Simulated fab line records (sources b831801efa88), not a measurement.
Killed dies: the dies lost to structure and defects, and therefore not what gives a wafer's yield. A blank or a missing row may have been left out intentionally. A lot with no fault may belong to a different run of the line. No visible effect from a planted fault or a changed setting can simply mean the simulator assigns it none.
Which tool was responsible? + flow gf180mcu + 13 lots (38 wafers sampled), 1 step of a 602-step route

## WHAT THE GAUGES READ, wafer by wafer
GF_M2_OVL_MEAS_15.
| lot  | measured     | on         | M2_OVL (nm) |
|------|--------------|------------|-------------|
| L808 | day 19 00:55 | overlay-01 | -4 -2 -3    |
| L809 | day 19 09:17 | overlay-02 | -5 3 2      |
| L812 | day 20 13:36 | overlay-01 | 2 -6 0      |
| L813 | day 20 23:07 | overlay-01 | -1 5 -5     |
| L814 | day 21 11:35 | overlay-01 | 8 3 2       |
| L817 | day 22 17:28 | overlay-01 | 9 10 4      |
| L818 | day 23 04:47 | overlay-01 | -3 4 6      |
| L819 | day 23 11:10 | overlay-02 | -3 1 2      |
| L821 | day 24 06:05 | overlay-02 | -4 -9       |
| L829 | day 26 19:42 | overlay-01 | -6 -3 -3    |
| L828 | day 26 20:02 | overlay-02 | 5 3 1       |
| L830 | day 26 23:49 | overlay-02 | 0 -3 -4     |
| L831 | day 27 04:35 | overlay-02 | -1 3 9      |

## WHAT TOOL EACH LOT RAN ON (gives the tool, then ch and the chambers of the sampled wafers, and finally the start)
Record: no process step prior to these readings.

## WHAT THE TOOLS THEMSELVES READ (means of the sampled wafers that have a number; where no wafer has one, the mark that the record gives instead)
The record holds no such reading with a usual standard deviation.

## THE ANSWER, worked out from the rows above alone
Rule: the usual values come from the lots themselves. Put in order of their means at a reading, lots are off if they are a third of the lots or fewer, leave a main group of 4 or more, and stand apart from it by a gap of 3 or more times the standard deviation of the main group's means; of several such gaps the widest counts. A main group is skipped when, at the precision printed for the reading in the tables above, its means are all equal. A lot without any number at a reading at which 4 lots or more have one is off too. Where the step has rows for the other lots, those lots are counted as sound. The gauges are gone through in route order, then the tools' own readings, and for those a lot's mean is taken as printed above. The first step at which some lot is off is used, and at that step the reading that is off furthest; a lot without a number counts as furthest.
None of the lots is off at any reading shown; this tells nothing.

## WHAT WAS PUT IN BY THE SIMULATOR
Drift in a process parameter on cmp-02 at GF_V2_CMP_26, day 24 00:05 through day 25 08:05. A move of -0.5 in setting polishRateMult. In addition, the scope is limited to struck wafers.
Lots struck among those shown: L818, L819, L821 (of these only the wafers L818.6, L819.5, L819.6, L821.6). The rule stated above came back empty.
